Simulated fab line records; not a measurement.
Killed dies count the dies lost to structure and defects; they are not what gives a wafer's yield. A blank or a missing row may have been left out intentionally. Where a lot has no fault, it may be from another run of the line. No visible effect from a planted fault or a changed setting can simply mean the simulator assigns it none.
Code-filled problem report in 8D (eight disciplines) form    flow gf180mcu    the parts of the form that need people (team, actions taken, sign-off) are left out

== 1. WHAT WENT WRONG ==
beam energy keV at GF_LVPWELL_IMPLANT_09 reads a mean of 53.922 on 6 wafers of 2 lots; wafers without a fault read 59.999 with a standard deviation of 0.02. So: -99 or more standard deviations from the usual mean.
Seen first at day 6 00:44 on implanter-03, wafer L339.4. Wafers with a number at this step in the record: 42, from 14 lots. The rule behind "out" and "out of limits": a value lying over 4 standard deviations away from the usual mean. Any other wafer with a number is counted as sound.

== 2. WHAT THIS IS AND IS NOT ==
question                     is                      is not
which readings at this step  beam energy keV         -
which lots                   L339, L344              L330, L331, L332, L333, L335, L336, L337, L338, L347, L350, L351, L353
which wafers of those lots   all that have a number  -
read on which tools          implanter-03            implanter-01, implanter-02
when                         from day 6 00:44        up to then (24 sound wafers); but 12 sound wafers of L347, L350, L351, L353 came after

== 3. SUSPECTS, AND WHAT RULES EACH OUT ==
Counting: any tool at a process step up to the reading is kept as a suspect provided that every lot that is out went through it and no sound lot did after the first of them.
- implanter-03 at GF_LVPWELL_IMPLANT_09: kept. It ran every lot that is out, first L339 (day 6 00:44), and no sound lot after that; its last sound lot up to then is L337 (day 5 17:43). Its own readings are out on those wafers: beam energy keV.
Left after counting: implanter-03 at GF_LVPWELL_IMPLANT_09.

== 4. THE CAUSE (what the simulator had put in) ==
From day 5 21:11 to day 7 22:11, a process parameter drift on implanter-03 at GF_LVPWELL_IMPLANT_09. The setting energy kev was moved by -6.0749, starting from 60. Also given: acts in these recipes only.
The count eliminated every tool but this one.

== 5. SEQUENCE OF EFFECTS, ordered by route ==
One row per reading whose mean, taken over the struck wafers that have a number, lies over 3 standard deviations from the usual. Readings are gone through only where the record gives a usual standard deviation; hours: the median, over the lots, of the time from a lot's start at the first step in this table giving one to that lot's start at this step; sigmas: the change measured in usual standard deviations.
hours  step                   reading          usual   on struck wafers  change  sigmas
0      GF_LVPWELL_IMPLANT_09  beam energy keV  59.999  53.922            -6.077  -99 or more
The process steps in it:
- GF_LVPWELL_IMPLANT_09
Later steps that measure or inspect, where all struck wafers having a row at the step show a number for every such reading and not one has moved that far: GF_VT_IMPLANT_RS_MEAS_48, GF_V1_THK_MEAS_03.

== 6. WHAT WOULD HAVE CAUGHT IT SOONER ==
4 hours passed between the start of the fault at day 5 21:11 and the first reading out of limits in this record, taken at day 6 00:44.
